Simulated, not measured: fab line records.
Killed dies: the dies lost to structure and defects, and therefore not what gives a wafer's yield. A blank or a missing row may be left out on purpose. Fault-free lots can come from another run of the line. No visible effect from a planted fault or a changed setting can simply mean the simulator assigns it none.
fab line records || flow gf180mcu
record {"lots": 5, "wafers": 15, "lastDay": 34}
route steps=602 shown TOP_METAL@575 PASSIVATION@587
lots that met no fault: from a run of the same line without faults
startH: start of the lot's first displayed wafer, in hours after the record's first day || waitH: how many hours have passed since the lot's step before this one || " repeats the value in the row above || L1.1+2: several wafers, shown together as one row || - no value present, or no start provided || * or withheld: withheld || < > ~ a bound
route shown NAME@n: names a module that has steps shown in the file, with the first one's number in the route || usual: mean and standard deviation over wafers with no fault || same: alike in all rows || chamber/n: place in a boat || sites: readings site by site || _std_site: the values' standard deviation || _edge_site: outer sites' mean less inner sites' || radiusMm: how far each site lies from the wafer's centre || mask NAME#n: copy n || behind: the tool/chamber that last shaped the wafer || hold: what put the lot on hold/how long, in hours/how the hold closed || device: which transistor (n, p or np) failed to switch || end of line: at the end of the route, the tests of the same wafers || where a step has no rows: the recipe by itself || killed: at the first sort, the dies lost to defects and structure; wafer yield is something else || map: a wafer's dies, x killed, . not, _ none there
set.NAME: the setting as run; set.NAME@STEP: as run at that earlier step || model.NAME: the simulator's own value behind a step, which no gauge read
lots at selected steps of the route; one table per step, one row per wafer
services: from which hour (startH, from the record's first day; less than 0 if before it) a tool's chamber was out of use, for how many hours, and why
## steps
# step GF_TOP_METAL_HMDS_08
# recipe {"primeTimeS": 60, "primeTempC": 120}
# step GF_TOP_METAL_COAT_09
# recipe {"resist": "NOVOLAK", "spinRpm": 3000, "resistThkNm": 1500}
# step GF_TOP_METAL_SOFTBAKE_10
# recipe {"tempC": 90, "timeS": 60, "resist": "NOVOLAK"}
# step GF_TOP_METAL_EXPOSE_11
# recipe {"maskId": "MetalTop", "targetCdNm": 440, "na": 0.6, "sourceShape": "conventional", "sigmaOuter": 0.6, "doseMj": 170}
# step GF_TOP_METAL_PEB_12
# recipe {"tempC": "withheld", "timeS": "*", "resist": "NOVOLAK"}
# step GF_TOP_METAL_DEVELOP_13
# recipe {"developTimeS": 60, "devTempC": 23}
# step GF_TOP_METAL_CD_MEAS_14
# recipe {"targetCdNm": 440}
# usual {"cdNm": "439.4/2.5"}
{"lot.wafer": "L597.1", "tool": "cdSem-02", "chamber": "-", "startH": 667.07, "waitH": 0.1, "cdNm": 439.1}
{"lot.wafer": "L597.4", "tool": "cdSem-02", "chamber": "-", "startH": 667.07, "waitH": 0.1, "cdNm": 438.8}
{"lot.wafer": "L597.6", "tool": "cdSem-02", "chamber": "-", "startH": 667.07, "waitH": 0.1, "cdNm": 438.9}
{"lot.wafer": "L604.1", "tool": "cdSem-02", "chamber": "-", "startH": 716.19, "waitH": 0.1, "cdNm": 439.8}
{"lot.wafer": "L604.5", "tool": "cdSem-02", "chamber": "-", "startH": 716.19, "waitH": 0.1, "cdNm": 435.7}
{"lot.wafer": "L604.6", "tool": "cdSem-02", "chamber": "-", "startH": 716.19, "waitH": 0.1, "cdNm": 437.7}
{"lot.wafer": "L607.3", "tool": "cdSem-02", "chamber": "-", "startH": 736.08, "waitH": 0.1, "cdNm": 438.0}
{"lot.wafer": "L607.5", "tool": "cdSem-02", "chamber": "-", "startH": 736.08, "waitH": 0.1, "cdNm": 437.7}
{"lot.wafer": "L607.6", "tool": "cdSem-02", "chamber": "-", "startH": 736.08, "waitH": 0.1, "cdNm": 435.5}
{"lot.wafer": "L615.2", "tool": "cdSem-02", "chamber": "-", "startH": 784.24, "waitH": 0.1, "cdNm": 434.4}
{"lot.wafer": "L615.4", "tool": "cdSem-02", "chamber": "-", "startH": 784.24, "waitH": 0.1, "cdNm": 437.0}
{"lot.wafer": "L615.5", "tool": "cdSem-02", "chamber": "-", "startH": 784.24, "waitH": 0.1, "cdNm": 435.5}
{"lot.wafer": "L617.4", "tool": "cdSem-01", "chamber": "-", "startH": 789.27, "waitH": 0.1, "cdNm": 443.9}
{"lot.wafer": "L617.5", "tool": "cdSem-01", "chamber": "-", "startH": 789.27, "waitH": 0.1, "cdNm": 441.0}
{"lot.wafer": "L617.6", "tool": "cdSem-01", "chamber": "-", "startH": 789.27, "waitH": 0.1, "cdNm": 441.2}
# step GF_TOP_METAL_OVL_MEAS_15
# usual {"TOP_METAL_OVL": "-1.1/1.4"}
{"lot.wafer": "L597.1", "tool": "overlay-02", "chamber": "-", "startH": 667.19, "waitH": 0.1, "TOP_METAL_OVL[nm]": -3.5}
{"lot.wafer": "L597.4", "tool": "overlay-02", "chamber": "-", "startH": 667.19, "waitH": 0.1, "TOP_METAL_OVL[nm]": -2.0}
{"lot.wafer": "L597.6", "tool": "overlay-02", "chamber": "-", "startH": 667.19, "waitH": 0.1, "TOP_METAL_OVL[nm]": -2.8}
{"lot.wafer": "L604.1", "tool": "overlay-02", "chamber": "-", "startH": 716.31, "waitH": 0.1, "TOP_METAL_OVL[nm]": 1.3}
{"lot.wafer": "L604.5", "tool": "overlay-02", "chamber": "-", "startH": 716.31, "waitH": 0.1, "TOP_METAL_OVL[nm]": 2.2}
{"lot.wafer": "L604.6", "tool": "overlay-02", "chamber": "-", "startH": 716.31, "waitH": 0.1, "TOP_METAL_OVL[nm]": 1.3}
{"lot.wafer": "L607.3", "tool": "overlay-01", "chamber": "-", "startH": 736.18, "waitH": 0.1, "TOP_METAL_OVL[nm]": -1.6}
{"lot.wafer": "L607.5", "tool": "overlay-01", "chamber": "-", "startH": 736.18, "waitH": 0.1, "TOP_METAL_OVL[nm]": -2.0}
{"lot.wafer": "L607.6", "tool": "overlay-01", "chamber": "-", "startH": 736.18, "waitH": 0.1, "TOP_METAL_OVL[nm]": -0.9}
{"lot.wafer": "L615.2", "tool": "overlay-02", "chamber": "-", "startH": 784.35, "waitH": 0.1, "TOP_METAL_OVL[nm]": -1.1}
{"lot.wafer": "L615.4", "tool": "overlay-02", "chamber": "-", "startH": 784.35, "waitH": 0.1, "TOP_METAL_OVL[nm]": -0.5}
{"lot.wafer": "L615.5", "tool": "overlay-02", "chamber": "-", "startH": 784.35, "waitH": 0.1, "TOP_METAL_OVL[nm]": -0.7}
{"lot.wafer": "L617.4", "tool": "overlay-02", "chamber": "-", "startH": 789.35, "waitH": 0.1, "TOP_METAL_OVL[nm]": 0.2}
{"lot.wafer": "L617.5", "tool": "overlay-02", "chamber": "-", "startH": 789.35, "waitH": 0.1, "TOP_METAL_OVL[nm]": -0.9}
{"lot.wafer": "L617.6", "tool": "overlay-02", "chamber": "-", "startH": 789.35, "waitH": 0.1, "TOP_METAL_OVL[nm]": -0.1}
# step GF_TOP_METAL_METAL_ETCH_16
# recipe {"chemistry": "Cl2/BCl3", "maskMaterial": "NOVOLAK", "targetDepthNm": 1197, "stopOn": "SiO2", "pressureMtorr": 8, "icpW": 800, "biasW": 140, "Cl2_flow_sccm": 80, "bcl3FlowSccm": 40, "timeS": 199.5}
# usual {"drypumpMotorCurrentA": "5.9/0.47", "oesProductAu": "0.989/0.0059", "throttleValvePct": "28.232/0.0094"}
{"lot.wafer": "L597.1", "tool": "rieMetal-02", "chamber": 1, "startH": 667.23, "waitH": 0.0, "drypumpMotorCurrentA": 5.2, "oesProductAu": 0.985, "rfHoursCounterH": 7, "throttleValvePct": 28.234}
{"lot.wafer": "L597.4", "tool": "rieMetal-02", "chamber": 1, "startH": 667.23, "waitH": 0.0, "drypumpMotorCurrentA": 5.2, "oesProductAu": 0.981, "rfHoursCounterH": "-", "throttleValvePct": 28.221}
{"lot.wafer": "L597.6", "tool": "rieMetal-02", "chamber": 1, "startH": 667.23, "waitH": 0.0, "drypumpMotorCurrentA": 5.2, "oesProductAu": 0.996, "rfHoursCounterH": "-", "throttleValvePct": 28.244}
{"lot.wafer": "L604.1", "tool": "rieMetal-03", "chamber": 0, "startH": 716.34, "waitH": 0.0, "drypumpMotorCurrentA": 6.0, "oesProductAu": 0.991, "rfHoursCounterH": 5, "throttleValvePct": 28.248}
{"lot.wafer": "L604.5", "tool": "rieMetal-03", "chamber": 0, "startH": 716.34, "waitH": 0.0, "drypumpMotorCurrentA": 6.0, "oesProductAu": 0.992, "rfHoursCounterH": "-", "throttleValvePct": 28.231}
{"lot.wafer": "L604.6", "tool": "rieMetal-03", "chamber": 0, "startH": 716.34, "waitH": 0.0, "drypumpMotorCurrentA": 6.0, "oesProductAu": 1.000, "rfHoursCounterH": "-", "throttleValvePct": 28.211}
{"lot.wafer": "L607.3", "tool": "rieMetal-01", "chamber": 1, "startH": 736.26, "waitH": 0.1, "drypumpMotorCurrentA": 6.0, "oesProductAu": 0.982, "rfHoursCounterH": "-", "throttleValvePct": 28.231}
{"lot.wafer": "L607.5", "tool": "rieMetal-01", "chamber": 0, "startH": 736.26, "waitH": 0.1, "drypumpMotorCurrentA": 5.6, "oesProductAu": 0.994, "rfHoursCounterH": "-", "throttleValvePct": 28.234}
{"lot.wafer": "L607.6", "tool": "rieMetal-01", "chamber": 1, "startH": 736.26, "waitH": 0.1, "drypumpMotorCurrentA": 6.0, "oesProductAu": 0.988, "rfHoursCounterH": "-", "throttleValvePct": 28.235}
{"lot.wafer": "L615.2", "tool": "rieMetal-02", "chamber": 1, "startH": 784.44, "waitH": 0.1, "drypumpMotorCurrentA": 5.2, "oesProductAu": 0.995, "rfHoursCounterH": "-", "throttleValvePct": 28.246}
{"lot.wafer": "L615.4", "tool": "rieMetal-02", "chamber": 1, "startH": 784.44, "waitH": 0.1, "drypumpMotorCurrentA": 5.2, "oesProductAu": 0.996, "rfHoursCounterH": "-", "throttleValvePct": 28.243}
{"lot.wafer": "L615.5", "tool": "rieMetal-02", "chamber": 1, "startH": 784.44, "waitH": 0.1, "drypumpMotorCurrentA": 5.2, "oesProductAu": 0.981, "rfHoursCounterH": "-", "throttleValvePct": 28.234}
{"lot.wafer": "L617.4", "tool": "rieMetal-01", "chamber": 0, "startH": 789.43, "waitH": 0.1, "drypumpMotorCurrentA": 5.6, "oesProductAu": 0.982, "rfHoursCounterH": "-", "throttleValvePct": 28.234}
{"lot.wafer": "L617.5", "tool": "rieMetal-01", "chamber": 1, "startH": 789.43, "waitH": 0.1, "drypumpMotorCurrentA": 6.1, "oesProductAu": 0.980, "rfHoursCounterH": "-", "throttleValvePct": 28.233}
{"lot.wafer": "L617.6", "tool": "rieMetal-01", "chamber": 0, "startH": 789.43, "waitH": 0.1, "drypumpMotorCurrentA": 5.6, "oesProductAu": 0.993, "rfHoursCounterH": "-", "throttleValvePct": 28.240}
# step GF_TOP_METAL_STRIP_17
# recipe {"chemistry": "O2/N2", "powerW": 1400, "pressureMtorr": 1500, "platenTempC": 250, "o2FlowSccm": 3000, "n2FlowSccm": 300, "overashFraction": 0.5}
# usual {"drypumpMotorCurrentA": "5.25/0.28", "heaterPowerW": "350/32", "n2FlowSccm": "300.0/0.83", "o2FlowSccm": "3001/9", "oesProductAu": "0.710/0.0045", "stripTimeToEndpointS": "12.97/0.084"}
{"lot.wafer": "L597.1", "tool": "plasmaAsher-03", "chamber": 0, "startH": 667.42, "waitH": 0.1, "drypumpMotorCurrentA": 5.01, "heaterPowerW": 328, "n2FlowSccm": 300.3, "o2FlowSccm": 3011, "oesProductAu": 0.712, "rfHoursCounterH": 26, "stripTimeToEndpointS": 12.96}
{"lot.wafer": "L597.4", "tool": "plasmaAsher-03", "chamber": 0, "startH": 667.42, "waitH": 0.1, "drypumpMotorCurrentA": 5.03, "heaterPowerW": 331, "n2FlowSccm": 300.3, "o2FlowSccm": 3006, "oesProductAu": 0.706, "rfHoursCounterH": "-", "stripTimeToEndpointS": 13.06}
{"lot.wafer": "L597.6", "tool": "plasmaAsher-03", "chamber": 0, "startH": 667.42, "waitH": 0.1, "drypumpMotorCurrentA": 5.00, "heaterPowerW": 329, "n2FlowSccm": 299.5, "o2FlowSccm": 3000, "oesProductAu": 0.707, "rfHoursCounterH": "-", "stripTimeToEndpointS": 13.00}
{"lot.wafer": "L604.1", "tool": "plasmaAsher-02", "chamber": 1, "startH": 716.73, "waitH": 0.3, "drypumpMotorCurrentA": 5.51, "heaterPowerW": 329, "n2FlowSccm": 299.5, "o2FlowSccm": 2983, "oesProductAu": 0.704, "rfHoursCounterH": 64, "stripTimeToEndpointS": 12.85}
{"lot.wafer": "L604.5", "tool": "plasmaAsher-02", "chamber": 1, "startH": 716.73, "waitH": 0.3, "drypumpMotorCurrentA": 5.50, "heaterPowerW": 324, "n2FlowSccm": 300.6, "o2FlowSccm": 3002, "oesProductAu": 0.704, "rfHoursCounterH": "-", "stripTimeToEndpointS": 12.85}
{"lot.wafer": "L604.6", "tool": "plasmaAsher-02", "chamber": 0, "startH": 716.73, "waitH": 0.3, "drypumpMotorCurrentA": 5.53, "heaterPowerW": 407, "n2FlowSccm": 299.4, "o2FlowSccm": 3003, "oesProductAu": 0.714, "rfHoursCounterH": "-", "stripTimeToEndpointS": 12.80}
{"lot.wafer": "L607.3", "tool": "plasmaAsher-02", "chamber": 0, "startH": 736.42, "waitH": 0.1, "drypumpMotorCurrentA": 5.57, "heaterPowerW": 394, "n2FlowSccm": 299.9, "o2FlowSccm": 3023, "oesProductAu": 0.721, "rfHoursCounterH": "-", "stripTimeToEndpointS": 13.02}
{"lot.wafer": "L607.5", "tool": "plasmaAsher-02", "chamber": 1, "startH": 736.42, "waitH": 0.1, "drypumpMotorCurrentA": 5.52, "heaterPowerW": 328, "n2FlowSccm": 300.6, "o2FlowSccm": 2999, "oesProductAu": 0.712, "rfHoursCounterH": "-", "stripTimeToEndpointS": 12.90}
{"lot.wafer": "L607.6", "tool": "plasmaAsher-02", "chamber": 0, "startH": 736.42, "waitH": 0.1, "drypumpMotorCurrentA": 5.54, "heaterPowerW": 399, "n2FlowSccm": 301.0, "o2FlowSccm": 3016, "oesProductAu": 0.705, "rfHoursCounterH": "-", "stripTimeToEndpointS": 12.94}
{"lot.wafer": "L615.2", "tool": "plasmaAsher-03", "chamber": 1, "startH": 784.76, "waitH": 0.3, "drypumpMotorCurrentA": 4.99, "heaterPowerW": 353, "n2FlowSccm": 298.8, "o2FlowSccm": 2998, "oesProductAu": 0.707, "rfHoursCounterH": 39, "stripTimeToEndpointS": 12.93}
{"lot.wafer": "L615.4", "tool": "plasmaAsher-03", "chamber": 1, "startH": 784.76, "waitH": 0.3, "drypumpMotorCurrentA": 5.00, "heaterPowerW": 350, "n2FlowSccm": 299.9, "o2FlowSccm": 3000, "oesProductAu": 0.714, "rfHoursCounterH": "-", "stripTimeToEndpointS": 13.06}
{"lot.wafer": "L615.5", "tool": "plasmaAsher-03", "chamber": 1, "startH": 784.76, "waitH": 0.3, "drypumpMotorCurrentA": 5.00, "heaterPowerW": 346, "n2FlowSccm": 299.6, "o2FlowSccm": 3002, "oesProductAu": 0.711, "rfHoursCounterH": "-", "stripTimeToEndpointS": 13.07}
{"lot.wafer": "L617.4", "tool": "plasmaAsher-02", "chamber": 1, "startH": 789.59, "waitH": 0.1, "drypumpMotorCurrentA": 5.51, "heaterPowerW": 326, "n2FlowSccm": 300.1, "o2FlowSccm": 3012, "oesProductAu": 0.701, "rfHoursCounterH": "-", "stripTimeToEndpointS": 12.98}
{"lot.wafer": "L617.5", "tool": "plasmaAsher-02", "chamber": 0, "startH": 789.59, "waitH": 0.1, "drypumpMotorCurrentA": 5.52, "heaterPowerW": 406, "n2FlowSccm": 298.6, "o2FlowSccm": 3008, "oesProductAu": 0.701, "rfHoursCounterH": "-", "stripTimeToEndpointS": 13.08}
{"lot.wafer": "L617.6", "tool": "plasmaAsher-02", "chamber": 1, "startH": 789.59, "waitH": 0.1, "drypumpMotorCurrentA": 5.51, "heaterPowerW": 323, "n2FlowSccm": 299.3, "o2FlowSccm": 3018, "oesProductAu": 0.710, "rfHoursCounterH": "-", "stripTimeToEndpointS": 13.00}
# step GF_TOP_METAL_STRIP_18
# recipe {"chemistry": "postEtchResidueRemover", "timeS": 1200, "tempC": 72.5}
# step GF_TOP_METAL_CLEAN_19
# recipe {"chemistry": "DIW", "dry": "n2Spin"}
# step GF_PASSIVATION_CVD_00
# recipe {"material": "SiO2", "targetThkNm": 1000, "precursor": "TEOS", "tempC": 400, "timeS": 111.95, "rfW": 600}
# usual {"heaterPowerW": "629/130", "runLengthS": "139.7/0.41"}
{"lot.wafer": "L597.1", "tool": "pecvd-02", "chamber": 1, "startH": 667.99, "waitH": 0.0, "heaterPowerW": 485, "runLengthS": 139.4, "model.SiO2_of_PASSIVATION_CVD_00.thkNm": 978.3}
{"lot.wafer": "L597.4", "tool": "pecvd-02", "chamber": 0, "startH": 667.99, "waitH": 0.0, "heaterPowerW": 746, "runLengthS": 139.8, "model.SiO2_of_PASSIVATION_CVD_00.thkNm": 999.9}
{"lot.wafer": "L597.6", "tool": "pecvd-02", "chamber": 2, "startH": 667.99, "waitH": 0.0, "heaterPowerW": 765, "runLengthS": 139.6, "model.SiO2_of_PASSIVATION_CVD_00.thkNm": 1009}
{"lot.wafer": "L604.1", "tool": "pecvd-02", "chamber": 2, "startH": 717.33, "waitH": 0.0, "heaterPowerW": 795, "runLengthS": 149.9, "model.SiO2_of_PASSIVATION_CVD_00.thkNm": 1081}
{"lot.wafer": "L604.5", "tool": "pecvd-02", "chamber": 2, "startH": 717.33, "waitH": 0.0, "heaterPowerW": 668, "runLengthS": 140.0, "model.SiO2_of_PASSIVATION_CVD_00.thkNm": 1008}
{"lot.wafer": "L604.6", "tool": "pecvd-02", "chamber": 1, "startH": 717.33, "waitH": 0.0, "heaterPowerW": 437, "runLengthS": 139.1, "model.SiO2_of_PASSIVATION_CVD_00.thkNm": 1003}
{"lot.wafer": "L607.3", "tool": "pecvd-04", "chamber": 0, "startH": 736.92, "waitH": 0.0, "heaterPowerW": 857, "runLengthS": 139.6, "model.SiO2_of_PASSIVATION_CVD_00.thkNm": 1008}
{"lot.wafer": "L607.5", "tool": "pecvd-04", "chamber": 1, "startH": 736.92, "waitH": 0.0, "heaterPowerW": 639, "runLengthS": 139.5, "model.SiO2_of_PASSIVATION_CVD_00.thkNm": 1019}
{"lot.wafer": "L607.6", "tool": "pecvd-04", "chamber": 2, "startH": 736.92, "waitH": 0.0, "heaterPowerW": 765, "runLengthS": 139.8, "model.SiO2_of_PASSIVATION_CVD_00.thkNm": 1015}
{"lot.wafer": "L615.2", "tool": "pecvd-01", "chamber": 1, "startH": 785.29, "waitH": 0.0, "heaterPowerW": 614, "runLengthS": 139.7, "model.SiO2_of_PASSIVATION_CVD_00.thkNm": 1002}
{"lot.wafer": "L615.4", "tool": "pecvd-01", "chamber": 1, "startH": 785.29, "waitH": 0.0, "heaterPowerW": 511, "runLengthS": 139.6, "model.SiO2_of_PASSIVATION_CVD_00.thkNm": 1018}
{"lot.wafer": "L615.5", "tool": "pecvd-01", "chamber": 2, "startH": 785.29, "waitH": 0.0, "heaterPowerW": 667, "runLengthS": 140.1, "model.SiO2_of_PASSIVATION_CVD_00.thkNm": 1004}
{"lot.wafer": "L617.4", "tool": "pecvd-04", "chamber": 0, "startH": 790.13, "waitH": 0.0, "heaterPowerW": 874, "runLengthS": 139.6, "model.SiO2_of_PASSIVATION_CVD_00.thkNm": 1008}
{"lot.wafer": "L617.5", "tool": "pecvd-04", "chamber": 1, "startH": 790.13, "waitH": 0.0, "heaterPowerW": 702, "runLengthS": 140.2, "model.SiO2_of_PASSIVATION_CVD_00.thkNm": 1003}
{"lot.wafer": "L617.6", "tool": "pecvd-04", "chamber": 2, "startH": 790.13, "waitH": 0.0, "heaterPowerW": 757, "runLengthS": 139.7, "model.SiO2_of_PASSIVATION_CVD_00.thkNm": 1004}
# step GF_PASSIVATION_THK_MEAS_01
# recipe {"reads": "SiO2_of_PASSIVATION_CVD_00"}
# usual {"PASSIVATION_CVD_00_THK": "998/13"}
{"lot.wafer": "L597.1", "tool": "filmMetro-01", "chamber": "-", "startH": 668.06, "waitH": 0.0, "PASSIVATION_CVD_00_THK[nm]": 978}
{"lot.wafer": "L597.4", "tool": "filmMetro-01", "chamber": "-", "startH": 668.06, "waitH": 0.0, "PASSIVATION_CVD_00_THK[nm]": 1000}
{"lot.wafer": "L597.6", "tool": "filmMetro-01", "chamber": "-", "startH": 668.06, "waitH": 0.0, "PASSIVATION_CVD_00_THK[nm]": 1009}
{"lot.wafer": "L604.1", "tool": "filmMetro-01", "chamber": "-", "startH": 717.40, "waitH": 0.0, "PASSIVATION_CVD_00_THK[nm]": 1081}
{"lot.wafer": "L604.5", "tool": "filmMetro-01", "chamber": "-", "startH": 717.40, "waitH": 0.0, "PASSIVATION_CVD_00_THK[nm]": 1008}
{"lot.wafer": "L604.6", "tool": "filmMetro-01", "chamber": "-", "startH": 717.40, "waitH": 0.0, "PASSIVATION_CVD_00_THK[nm]": 1002}
{"lot.wafer": "L607.3", "tool": "filmMetro-01", "chamber": "-", "startH": 737.12, "waitH": 0.2, "PASSIVATION_CVD_00_THK[nm]": 1008}
{"lot.wafer": "L607.5", "tool": "filmMetro-01", "chamber": "-", "startH": 737.12, "waitH": 0.2, "PASSIVATION_CVD_00_THK[nm]": 1019}
{"lot.wafer": "L607.6", "tool": "filmMetro-01", "chamber": "-", "startH": 737.12, "waitH": 0.2, "PASSIVATION_CVD_00_THK[nm]": 1016}
{"lot.wafer": "L615.2", "tool": "filmMetro-01", "chamber": "-", "startH": 785.38, "waitH": 0.0, "PASSIVATION_CVD_00_THK[nm]": 1003}
{"lot.wafer": "L615.4", "tool": "filmMetro-01", "chamber": "-", "startH": 785.38, "waitH": 0.0, "PASSIVATION_CVD_00_THK[nm]": 1018}
{"lot.wafer": "L615.5", "tool": "filmMetro-01", "chamber": "-", "startH": 785.38, "waitH": 0.0, "PASSIVATION_CVD_00_THK[nm]": 1004}
{"lot.wafer": "L617.4", "tool": "filmMetro-02", "chamber": "-", "startH": 790.20, "waitH": 0.0, "PASSIVATION_CVD_00_THK[nm]": 1007}
{"lot.wafer": "L617.5", "tool": "filmMetro-02", "chamber": "-", "startH": 790.20, "waitH": 0.0, "PASSIVATION_CVD_00_THK[nm]": 1003}
{"lot.wafer": "L617.6", "tool": "filmMetro-02", "chamber": "-", "startH": 790.20, "waitH": 0.0, "PASSIVATION_CVD_00_THK[nm]": 1003}
# step GF_PASSIVATION_CVD_02
# recipe {"material": "Si3N4", "targetThkNm": 700, "timeS": 486.18, "tempC": 400, "rfW": 450}
# usual {"heaterPowerW": "718/120", "runLengthS": "513.9/0.41"}
{"lot.wafer": "L597.1", "tool": "pecvd-01", "chamber": 1, "startH": 668.12, "waitH": 0.1, "heaterPowerW": 639, "runLengthS": 513.7}
{"lot.wafer": "L597.4", "tool": "pecvd-01", "chamber": 1, "startH": 668.12, "waitH": 0.1, "heaterPowerW": 644, "runLengthS": 514.0}
{"lot.wafer": "L597.6", "tool": "pecvd-01", "chamber": 0, "startH": 668.12, "waitH": 0.1, "heaterPowerW": 517, "runLengthS": 513.3}
{"lot.wafer": "L604.1", "tool": "pecvd-04", "chamber": 2, "startH": 717.46, "waitH": 0.1, "heaterPowerW": 844, "runLengthS": 513.5}
{"lot.wafer": "L604.5", "tool": "pecvd-04", "chamber": 2, "startH": 717.46, "waitH": 0.1, "heaterPowerW": 673, "runLengthS": 513.5}
{"lot.wafer": "L604.6", "tool": "pecvd-04", "chamber": 1, "startH": 717.46, "waitH": 0.1, "heaterPowerW": 802, "runLengthS": 513.9}
{"lot.wafer": "L607.3", "tool": "pecvd-01", "chamber": 2, "startH": 737.16, "waitH": 0.0, "heaterPowerW": 688, "runLengthS": 514.6}
{"lot.wafer": "L607.5", "tool": "pecvd-01", "chamber": 0, "startH": 737.16, "waitH": 0.0, "heaterPowerW": 493, "runLengthS": 513.5}
{"lot.wafer": "L607.6", "tool": "pecvd-01", "chamber": 2, "startH": 737.16, "waitH": 0.0, "heaterPowerW": 719, "runLengthS": 514.0}
{"lot.wafer": "L615.2", "tool": "pecvd-04", "chamber": 0, "startH": 785.43, "waitH": 0.0, "heaterPowerW": 896, "runLengthS": 513.7}
{"lot.wafer": "L615.4", "tool": "pecvd-04", "chamber": 1, "startH": 785.43, "waitH": 0.0, "heaterPowerW": 815, "runLengthS": 513.8}
{"lot.wafer": "L615.5", "tool": "pecvd-04", "chamber": 2, "startH": 785.43, "waitH": 0.0, "heaterPowerW": 757, "runLengthS": 513.8}
{"lot.wafer": "L617.4", "tool": "pecvd-02", "chamber": 1, "startH": 790.37, "waitH": 0.2, "heaterPowerW": 604, "runLengthS": 513.8}
{"lot.wafer": "L617.5", "tool": "pecvd-02", "chamber": 2, "startH": 790.37, "waitH": 0.2, "heaterPowerW": 796, "runLengthS": 514.1}
{"lot.wafer": "L617.6", "tool": "pecvd-02", "chamber": 0, "startH": 790.37, "waitH": 0.2, "heaterPowerW": 747, "runLengthS": 514.7}
## services
{"tool": "rieMetal-01", "chamber": 0, "startH": 644.30, "hours": "-", "kind": "clean"}
{"tool": "rieMetal-01", "chamber": 0, "startH": 644.30, "hours": 12.1, "kind": "scheduledDown"}
{"tool": "rieMetal-01", "chamber": 0, "startH": 644.30, "hours": 12.1, "kind": "ventCycle"}
{"tool": "rieMetal-03", "chamber": "-", "startH": 654.23, "hours": 0.6, "kind": "repair"}
{"tool": "rieMetal-03", "chamber": "-", "startH": 662.90, "hours": 0.6, "kind": "repair"}
{"tool": "rieMetal-01", "chamber": "-", "startH": 664.28, "hours": 1.4, "kind": "pm"}
{"tool": "pecvd-01", "chamber": 2, "startH": 673.82, "hours": 22.3, "kind": "repair"}
{"tool": "pecvd-04", "chamber": "-", "startH": 677.33, "hours": 1.6, "kind": "repair"}
{"tool": "pecvd-02", "chamber": "-", "startH": 691.23, "hours": 1.2, "kind": "repair"}
{"tool": "rieMetal-03", "chamber": 1, "startH": 712.31, "hours": 9.9, "kind": "repair"}
{"tool": "pecvd-01", "chamber": "-", "startH": 738.49, "hours": 0.6, "kind": "repair"}
{"tool": "plasmaAsher-03", "chamber": "-", "startH": 740.78, "hours": 2.8, "kind": "pm"}
{"tool": "plasmaAsher-03", "chamber": "-", "startH": 749.22, "hours": 2.3, "kind": "repair"}
{"tool": "pecvd-02", "chamber": "-", "startH": 751.96, "hours": 6.0, "kind": "pm"}
{"tool": "pecvd-01", "chamber": "-", "startH": 753.91, "hours": 0.8, "kind": "repair"}
{"tool": "pecvd-04", "chamber": "-", "startH": 755.38, "hours": 2.8, "kind": "pm"}
{"tool": "rieMetal-03", "chamber": "-", "startH": 758.54, "hours": 2.8, "kind": "pm"}
{"tool": "rieMetal-02", "chamber": 0, "startH": 766.95, "hours": "-", "kind": "clean"}
{"tool": "rieMetal-02", "chamber": 0, "startH": 766.95, "hours": 21.2, "kind": "scheduledDown"}
{"tool": "rieMetal-02", "chamber": 0, "startH": 766.95, "hours": 21.2, "kind": "ventCycle"}
{"tool": "rieMetal-03", "chamber": "-", "startH": 778.12, "hours": 1.5, "kind": "repair"}
{"tool": "rieMetal-02", "chamber": "-", "startH": 783.66, "hours": 0.4, "kind": "repair"}
## key
firstSign {"step": "GF_PASSIVATION_CVD_00", "reading": "runLengthS", "direction": "up", "sigmas": 25, "usual": "*", "struck": "*"}
effect {"step": "GF_PASSIVATION_THK_MEAS_01", "reading": "PASSIVATION_CVD_00_THK", "direction": "up", "sigmas": 6.6, "usual": 998, "struck": 1081}
modelEffect {"step": "GF_PASSIVATION_CVD_00", "value": "SiO2_of_PASSIVATION_CVD_00.thkNm", "without": 998.3, "struck": 1081}
metAt GF_PASSIVATION_CVD_00
struckWafers L604.1
onsetBetween 667.99 717.33
fault {"kind": "processParameterDrift", "tool": "pecvd-02", "chamber": "-", "onsetH": 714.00, "steps": "GF_PASSIVATION_CVD_00", "channel": "timeS", "offset": "*", "shape": "step", "endH": 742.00, "scope": "struckWafersOnly", "actsIn": "*", "stated": "*"}
